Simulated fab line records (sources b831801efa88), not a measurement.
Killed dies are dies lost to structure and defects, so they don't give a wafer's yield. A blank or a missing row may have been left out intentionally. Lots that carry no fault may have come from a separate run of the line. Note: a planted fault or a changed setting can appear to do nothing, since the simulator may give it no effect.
Comparing a struck lot with a sound one / flow gf180mcu / 14 out of 602 route steps
Sound: the wafers L107.2, L107.5, L107.6. Struck: wafers L104.1, L104.2, L104.6. Last of all comes the cause.
Per side, at each step with rows, come the tool, then ch with its chambers, and then its first start. Under that, the readings that differ: sound wafers / struck wafers / difference of the means / sigmas: that difference in standard deviations of wafers without a fault.
alike: a reading whose means differ by less than 2 such deviations, as well as words and numbers matching on both sides. not compared: withheld readings; readings where some wafer has no value; bounds like >300 that might hide an equal value; numbers whose values overlap and for which the record gives no deviation.
The two part at a step that has a row with sigmas, a row that says differs or no value, or rows on one side only. When numbers do not overlap yet have no deviation, they are printed without sigmas and do not part them. Lack of a reading on every wafer of one side parts them only where that side has two or more wafers.

GF_M4_SPUTTER_01: material TiN, target thk 30 nm, time 25 s.
  sound: pvd-sputter-03 at day 29 07:25; struck: pvd-sputter-04 at day 28 13:19
  alike: throttle-valve-pct
GF_M4_SPUTTER_02: material AlCu, target thk 450 nm, time 23.9 s.
  sound: pvd-sputter-03 at day 29 07:26; struck: pvd-sputter-04 at day 28 13:20
  alike: throttle-valve-pct
GF_M4_SPUTTER_03: material Ti, target thk 10 nm, time 6.7 s.
  sound: pvd-sputter-03 at day 29 07:28; struck: pvd-sputter-04 at day 28 13:22
  alike: throttle-valve-pct
GF_M4_SPUTTER_04: material TiN, target thk 50 nm, time 41.7 s.
  sound: pvd-sputter-03 at day 29 07:29; struck: pvd-sputter-04 at day 28 13:23
  alike: throttle-valve-pct
GF_M4_RS_MEAS_05: the measuring method here is four-point-probe.
  sound: film-metro-04 at day 29 07:33; struck: film-metro-01 at day 28 13:26
  alike: M4_ALCU_RS
GF_M4_THK_MEAS_06: measures by xrf.
  sound: film-metro-04 at day 29 07:40; struck: film-metro-01 at day 28 13:33
  alike: M4_ALCU_THK
then, 6 steps without rows for these wafers: GF_M4_DEHYDRATE_07 (time 60 s); GF_M4_HMDS_08 (prime time 60 s); GF_M4_COAT_09 (resist thk 1000 nm); GF_M4_SOFTBAKE_10 (time 60 s); GF_M4_EXPOSE_11 (exposes mask Metal4, target cd 280 nm); GF_M4_PEB_12 (peb time 90 s).
GF_M4_DEVELOP_13: develop time 60 s.
  sound on litho-track-04 ch 0, day 30 01:23; struck on litho-track-01, day 29 08:30
  no value came back on the struck wafers for chill-plate-temp-C (C), develop-time-s (s); on the sound wafers chill-plate-temp-C (C) reads 23.03 23.03 23.03
reading=model.KrF_of_M4_COAT_09.thk-nm (nm); sound=984.4 987.4 985.8; struck=1005 1002 1004; difference=+18; sigmas=
GF_M4_CD_MEAS_14: the cd target is 280 nm.
  sound: cd-sem-01 at day 30 01:32; struck: cd-sem-01 at day 29 08:39
reading=cd-nm (nm); sound=278.9 280.2 280.1; struck=- - -; difference=no value on the struck wafers; sigmas=

WHERE THEY PART
Earliest at GF_M4_DEVELOP_13; latest, in this record, at GF_M4_CD_MEAS_14.

WHY: whatever the simulator had introduced
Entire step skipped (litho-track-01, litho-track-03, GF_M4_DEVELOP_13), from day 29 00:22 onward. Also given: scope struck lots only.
